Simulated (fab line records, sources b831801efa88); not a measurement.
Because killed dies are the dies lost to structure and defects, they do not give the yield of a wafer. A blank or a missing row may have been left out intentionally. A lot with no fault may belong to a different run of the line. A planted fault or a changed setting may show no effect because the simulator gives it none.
Matching of chambers | flow gf180mcu | cmp-02 running GF_V5_CMP_04: 4 sister chambers
The step polishes SiO2. 17 wafers are shown with their chamber, then 8 later ones without.

== WAFERS WITH THEIR CHAMBER ==
wafer  | chamber | motor current A (A) | head pressure psi (psi)
L526.4 | 1       | 11.1                | 4.000
L526.5 | 3       | 12.0                | 4.004
L526.6 | 0       | 11.7                | 3.996
L527.1 | 2       | 13.9                | 4.001
L527.3 | 0       | 12.0                | 4.006
L527.4 | 1       | 11.1                | 3.996
L528.1 | 1       | 11.4                | 4.001
L528.3 | 3       | 12.0                | 4.017
L528.5 | 3       | 11.2                | 4.019
L531.1 | 3       | 11.4                | 4.020
L531.3 | 0       | 11.6                | 4.001
L531.6 | 3       | 11.8                | 4.014
L536.6 | 3       | 11.5                | 4.015
L539.1 | 0       | 11.3                | 4.005
L539.4 | 3       | 12.3                | 3.992
L539.5 | 2       | 13.4                | 3.992
L540.3 | 3       | 12.0                | 3.982

SIGNATURES (averages over the wafers above)
reading           | chamber 0 | chamber 1 | chamber 2 | chamber 3 | scatter within a chamber
motor current A   | 11.650    | 11.200    | 13.650    | 11.775    | 0.329
head pressure psi | 4.00200   | 3.99900   | 3.99650   | 4.00788   | 0.0107
Rule: for each reading, subtract the chamber's mean from the wafer's reading, divide by that reading's scatter and square the result; add these up over the readings and take the root, which gives the wafer's distance from the chamber. The wafer belongs to the nearest chamber; if the next one is less than 2 further off, it can't be placed. The scatter: the root of (the sum of the squares of (reading less its chamber's mean) over the shown wafers, divided by (wafers less chambers)).

== WAFERS WITH NO CHAMBER GIVEN ==
wafer  | motor current A (A) | head pressure psi (psi)
L540.4 | 12.1                | 4.003
L540.6 | 12.1                | 4.002
L542.2 | 11.3                | 3.996
L542.3 | 11.8                | 4.009
L542.4 | 13.9                | 4.000
L544.1 | 13.9                | 4.003
L544.2 | 11.4                | 3.989
L544.3 | 11.5                | 4.000

== CHAMBER TAKEN BY EACH ==
wafer  | from the rows above          | in truth
L540.4 | can't be placed: 3 or 0 or 1 | 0
L540.6 | can't be placed: 3 or 0 or 1 | 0
L542.2 | can't be placed: 1 or 0 or 3 | 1
L542.3 | can't be placed: 3 or 0 or 1 | 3
L542.4 | 2                            | 2
L544.1 | 2                            | 2
L544.2 | can't be placed: 1 or 0 or 3 | 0
L544.3 | can't be placed: 0 or 1 or 3 | 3
Placed correctly: 2 of 8. Can't be placed from these rows: 6 (the true chamber is among the candidates in 6). Number placed wrongly: 0.
